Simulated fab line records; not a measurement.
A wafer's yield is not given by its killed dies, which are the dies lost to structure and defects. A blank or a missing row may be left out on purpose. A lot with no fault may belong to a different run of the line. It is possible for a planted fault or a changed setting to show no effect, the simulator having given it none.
2 desks, one fault :: flow sky130 :: only its own numbers are on each desk; what lay behind them is given at the end

FROM THE METROLOGY DESK
What the gauges read, lot by lot, whatever tool the lot ran on: means of the sampled wafers that have a number. Any lot whose mean is over 4 standard deviations away from the usual mean is out of limits and marked OUT; that distance is given in the brackets.
Columns: A = cdNm at SKY_CONTACT_CD_MEAS_14, usual 169.3 nm; B = CONTACT_W_THK at SKY_CONTACT_THK_MEAS_26, usual 349 nm; C = METAL1_ALCU_RS at SKY_METAL1_RS_MEAS_05, usual 0.1264 ohm/sq; D = METAL1_ALCU_THK at SKY_METAL1_THK_MEAS_06, usual 249 nm
lot: L547
first seen here: day 31 08:25
A: 167.0
B: 344
C: 0.1264
D: 248

lot: L549
first seen here: day 32 07:21
A: 168.3
B: 359
C: 0.1254
D: 249

lot: L554
first seen here: day 34 04:35
A: 168.2
B: 341
C: 0.1264
D: 250

lot: L558
first seen here: day 35 11:33
A: 168.8
B: 345
C: 0.1267
D: 248

lot: L560
first seen here: day 35 22:46
A: 168.5
B: 346
C: 0.1263
D: 249

lot: L562
first seen here: day 36 18:39
A: 169.7
B: 344
C: 0.1481 (+11) OUT
D: 221 (-7.5) OUT

lot: L564
first seen here: day 37 11:53
A: 171.3
B: 346
C: 0.1280
D: 246

lot: L565
first seen here: day 37 12:46
A: 170.2
B: 351
C: 0.1286
D: 245

lot: L570
first seen here: day 39 07:19
A: 171.0
B: 350
C: 0.1257
D: 251
This desk finds L562 out of limits, with the earliest case on L562 at day 36 20:20 (METAL1_ALCU_RS at SKY_METAL1_RS_MEAS_05). In limits: L547, L549, L554, L558, L560, L564, L565, L570.

TOOL OWNER'S DESK, pvdSputter-01
The tool's own readings at SKY_METAL1_SPUTTER_02 (material AlCu, target thk 250 nm, time 13.3 s): means of the sampled wafers that have a number, for each lot that ran on this tool. Any lot whose mean is over 4 standard deviations away from the usual mean is out of limits and marked OUT; that distance is given in the brackets.
Columns: A = chamberPressurePa at SKY_METAL1_SPUTTER_02, usual 0.4000 Pa; B = throttleValvePct at SKY_METAL1_SPUTTER_02, usual 29.4 %
lot: L547
first seen here: day 31 10:02
A: 0.4001
B: 29.2

lot: L549
first seen here: day 32 08:56
A: 0.4008
B: 29.6

lot: L562
first seen here: day 36 20:15
A: 0.4005
B: 28.5

lot: L570
first seen here: day 39 08:55
A: 0.3993
B: 29.0
Finding of this desk: none of the 4 lots has anything out of limits.

ALL TOGETHER
L562 would have let the metrology desk raise an alarm at day 36 20:20.
The desk of the tool owner found nothing out of limits.
Tool owner's desk: L562 on record, inside its limits.
The lots listed all ran SKY_METAL1_SPUTTER_02 on pvdSputter-01.

WHAT WAS PUT IN BY THE SIMULATOR
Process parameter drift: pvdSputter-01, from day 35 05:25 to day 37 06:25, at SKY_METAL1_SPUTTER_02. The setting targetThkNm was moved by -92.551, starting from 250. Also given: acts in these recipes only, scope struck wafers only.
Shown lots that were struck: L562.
Delay in hours, fault start to first out-of-limits reading, per desk: metrology desk 39.
